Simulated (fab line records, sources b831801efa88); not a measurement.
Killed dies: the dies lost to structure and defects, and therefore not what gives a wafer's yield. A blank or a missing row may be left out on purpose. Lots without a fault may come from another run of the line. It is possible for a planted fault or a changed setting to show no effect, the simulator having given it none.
Matching of chambers ; flow sky130 ; rie diel-02 running SKY_CONTACT_ETCH_16: 4 sister chambers
The step etches BARC in N2/H2, stops on SiO2, time 45.9 s, target depth 60 nm. 8 wafers are shown with their chamber, then 8 later ones without.

WAFERS, EACH WITH ITS CHAMBER
wafer;chamber;drypump motor current A (A);oes product au (a.u.)
L074.6;0;5.8;0.851
L076.1;1;6.1;0.856
L076.3;0;5.8;0.857
L080.1;2;5.5;0.853
L080.5;1;6.1;0.861
L083.5;3;5.8;0.853
L083.6;2;5.4;0.855
L084.1;3;5.8;0.850

WAFERS WITH NO CHAMBER GIVEN
wafer;drypump motor current A (A);oes product au (a.u.)
L084.4;5.4;0.865
L084.5;5.8;0.860
L088.3;5.5;0.859
L088.4;5.8;0.853
L088.5;5.8;0.853
L095.2;5.5;0.855
L095.3;5.8;0.859
L095.6;5.8;0.847

EACH ONE'S CHAMBER
wafer;from the rows above;in truth
L084.4;2;2
L084.5;can't be placed: 0 or 3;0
L088.3;2;2
L088.4;can't be placed: 0 or 3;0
L088.5;can't be placed: 0 or 3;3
L095.2;2;2
L095.3;can't be placed: 0 or 3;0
L095.6;can't be placed: 3 or 0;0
Correct placement for 3 of the 8. These rows do not allow placing 5 (true chamber among the candidates in 5). Wrongly placed: 0.
How it was worked out, from the rows above alone: a wafer's distance from a chamber is the root of the sum, over the readings, of the square of ((its reading less the chamber's mean) divided by the reading's scatter). If the next closest chamber is less than 2 further off than the closest, the wafer can't be placed; otherwise it belongs to the closest. Each chamber's mean is taken over the wafers shown for it. The scatter: the root of (the sum of the squares of (reading less its chamber's mean) over the shown wafers, divided by (wafers less chambers)).
